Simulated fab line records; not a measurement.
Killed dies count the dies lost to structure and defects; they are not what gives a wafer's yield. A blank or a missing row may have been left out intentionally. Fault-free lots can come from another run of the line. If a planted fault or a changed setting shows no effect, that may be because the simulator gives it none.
Chamber matching	flow sky130	SKY_VIA4_HDPCVD_00 on hdpcvd-01 has 3 sister chambers
The step deposits SiO2, target thk 1750 nm, time 291.7 s. 14 wafers are shown with their chamber, then 7 later ones without.

== WAFERS PAIRED WITH THEIR CHAMBERS ==
wafer	chamber	pressure mtorr (mTorr)
L997.1	0	5.992
L997.2	1	5.994
L997.3	2	6.010
L998.1	1	5.994
L998.3	0	6.009
L998.6	2	5.999
L107.3	1	5.996
L107.4	2	6.007
L107.5	1	6.003
L109.1	2	6.014
L109.2	0	6.006
L109.3	1	5.991
L111.1	2	5.991
L111.2	1	6.000

SIGNATURES (averages over the wafers above)
reading	chamber 0	chamber 1	chamber 2	scatter within a chamber
pressure mtorr	6.00233	5.99633	6.00420	0.00739
Rule: a wafer's distance from a chamber is the root of the sum, over the readings, of the square of ((its reading less the chamber's mean) divided by the reading's scatter). If the next closest chamber is less than 2 further off than the closest, the wafer can't be placed; otherwise it belongs to the closest. The scatter: the root of (the sum of the squares of (reading less its chamber's mean) over the shown wafers, divided by (wafers less chambers)).

== WAFERS MISSING THEIR CHAMBER ==
wafer	pressure mtorr (mTorr)
L111.4	5.998
L110.2	6.022
L110.4	6.018
L110.6	6.035
L112.1	5.996
L112.4	5.999
L112.5	6.000

== WHICH CHAMBER EACH WENT THROUGH ==
wafer	from the rows above	in truth
L111.4	can't be placed: 1 or 0 or 2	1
L110.2	can't be placed: 2 or 0 or 1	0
L110.4	can't be placed: 2 or 0 or 1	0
L110.6	can't be placed: 2 or 0 or 1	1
L112.1	can't be placed: 1 or 0 or 2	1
L112.4	can't be placed: 1 or 0 or 2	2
L112.5	can't be placed: 0 or 1 or 2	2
0 of 7 placed correctly. Not placeable from these rows: 7 (in 7, the candidates include the true chamber). Wrongly placed: 0.
